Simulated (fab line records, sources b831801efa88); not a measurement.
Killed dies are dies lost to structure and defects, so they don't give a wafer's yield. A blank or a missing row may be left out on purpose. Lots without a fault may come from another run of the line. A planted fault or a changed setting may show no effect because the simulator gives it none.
Which tool did it? | flow gf180mcu | 12 lots, 36 wafers sampled, at 3 steps of a route of 602

WHAT THE GAUGES READ, wafer by wafer
GF_PSD_RS_MEAS_14: measures by four-point-probe.
lot  | measured     | on            | NSD_RS (ohm/sq)
L420 | day 15 08:12 | film_metro-01 | 46.15 46.12 46.20
L422 | day 16 12:59 | film_metro-01 | 46.22 46.13 46.12
L423 | day 16 19:01 | film_metro-02 | 47.19 47.15 47.05
L424 | day 16 22:32 | film_metro-04 | 47.11 47.17 47.13
L427 | day 17 22:29 | film_metro-01 | 46.17 46.04 46.24
L428 | day 18 07:32 | film_metro-04 | 46.14 46.12 46.03
L431 | day 20 00:28 | film_metro-04 | 46.04 46.10 46.05
L435 | day 20 21:11 | film_metro-02 | 46.06 46.02 46.16
L434 | day 20 22:24 | film_metro-02 | 46.24 46.21 46.23
L436 | day 21 21:11 | film_metro-04 | 46.09 46.25 46.27
L438 | day 22 01:14 | film_metro-02 | 46.18 46.19 46.12
L439 | day 22 13:29 | film_metro-02 | 46.03 45.93 45.98

WHICH TOOL RAN EACH LOT (tool, then ch and the chambers of the sampled wafers, then the start)
lot  | GF_NSD_IMPLANT_10               | GF_NSD_STRIP_11
L420 | implanter-03 ch 0, day 14 11:23 | plasma_asher-04 ch 0,1, day 14 11:31
L422 | implanter-02 ch 0, day 15 14:23 | plasma_asher-02 ch 0,1, day 15 14:32
L423 | implanter-02 ch 0, day 15 20:23 | plasma_asher-02 ch 0,1, day 15 20:32
L424 | implanter-02 ch 0, day 16 00:28 | plasma_asher-02 ch 0,1, day 16 00:37
L427 | implanter-01 ch 0, day 16 23:37 | plasma_asher-01 ch 0,1, day 16 23:46
L428 | implanter-03 ch 0, day 17 08:02 | plasma_asher-01 ch 0,1, day 17 08:11
L431 | implanter-03 ch 0, day 18 22:50 | plasma_asher-02 ch 0,1, day 18 22:59
L435 | implanter-03 ch 0, day 19 20:00 | plasma_asher-04 ch 0,1, day 19 20:09
L434 | implanter-02 ch 0, day 19 20:45 | plasma_asher-04 ch 0,1, day 19 20:53
L436 | implanter-01 ch 0, day 20 20:47 | plasma_asher-02 ch 0, day 20 20:55
L438 | implanter-01 ch 0, day 21 00:35 | plasma_asher-04 ch 0,1, day 21 00:44
L439 | implanter-02 ch 0, day 21 13:28 | plasma_asher-04 ch 0,1, day 21 13:37
- GF_NSD_IMPLANT_10
- GF_NSD_STRIP_11: strips in O2/N2.

WHAT THE TOOLS THEMSELVES READ (means of the sampled wafers that have a number; where no wafer has one, the mark that the record gives instead)
GF_NSD_IMPLANT_10.
lot  | tool         | dose_ions_cm2 | faraday_current_uA
L420 | implanter-03 | 5e+14         | 2777
L422 | implanter-02 | 5e+14         | 2822
L423 | implanter-02 | 4e+14         | 2414
L424 | implanter-02 | 4e+14         | 2402
L427 | implanter-01 | 5e+14         | 2817
L428 | implanter-03 | 5e+14         | 2786
L431 | implanter-03 | 5e+14         | 2827
L435 | implanter-03 | 5e+14         | 2751
L434 | implanter-02 | 5e+14         | 2802
L436 | implanter-01 | 5e+14         | 2804
L438 | implanter-01 | 5e+14         | 2816
L439 | implanter-02 | 5e+14         | 2814

GF_NSD_STRIP_11.
lot  | tool            | drypump_motor_current_A (A) | heater_power_w (W) | oes_product_au (a.u.) | strip_time_to_endpoint_s (s)
L420 | plasma_asher-04 | 5.3                         | 325                | 0.487                 | 22.97
L422 | plasma_asher-02 | 5.9                         | 333                | 0.485                 | 22.96
L423 | plasma_asher-02 | 5.9                         | 332                | 0.485                 | 22.87
L424 | plasma_asher-02 | 5.8                         | 332                | 0.488                 | 22.87
L427 | plasma_asher-01 | 5.9                         | 338                | 0.484                 | 22.96
L428 | plasma_asher-01 | 5.9                         | 334                | 0.488                 | 22.99
L431 | plasma_asher-02 | 6.0                         | 339                | 0.485                 | 22.96
L435 | plasma_asher-04 | 5.6                         | 317                | 0.485                 | 22.89
L434 | plasma_asher-04 | 5.6                         | 314                | 0.487                 | 22.91
L436 | plasma_asher-02 | 6.2                         | 339                | 0.491                 | 22.94
L438 | plasma_asher-04 | 5.3                         | 325                | 0.487                 | 22.94
L439 | plasma_asher-04 | 5.3                         | 325                | 0.486                 | 22.96

THE ANSWER, worked out from the rows above alone
Rule: what is usual is taken from the lots themselves. Put in order of their means at a reading, lots are off if they are a third of the lots or fewer, leave a main group of 4 or more, and stand apart from it by a gap of 3 or more times the standard deviation of the main group's means; of several such gaps the widest counts. A main group whose means are all the same, to the digits that the tables above print for the reading, isn't used. A lot without any number at a reading at which 4 lots or more have one is off too. The other lots that the step has rows for count as sound. The gauges are gone through in route order, then the tools' own readings, and for those a lot's mean is taken as printed above. The first step at which some lot is off is used, and at that step the reading that is off furthest; a lot without a number counts as furthest.
Off: L423, L424, at GF_PSD_RS_MEAS_14 (NSD_RS). The main group: mean 46.13 ohm/sq, standard deviation 0.069.
A tool fits if, at a process step before that reading, it ran every lot that is off, and no sound lot after the first of them. The gauges at GF_PSD_RS_MEAS_14 aren't tried: what is off there is off at GF_NSD_IMPLANT_10 too, on other tools, and a gauge's error can't cause that. None of those tried fits.

WHAT THE SIMULATOR HAD PUT IN
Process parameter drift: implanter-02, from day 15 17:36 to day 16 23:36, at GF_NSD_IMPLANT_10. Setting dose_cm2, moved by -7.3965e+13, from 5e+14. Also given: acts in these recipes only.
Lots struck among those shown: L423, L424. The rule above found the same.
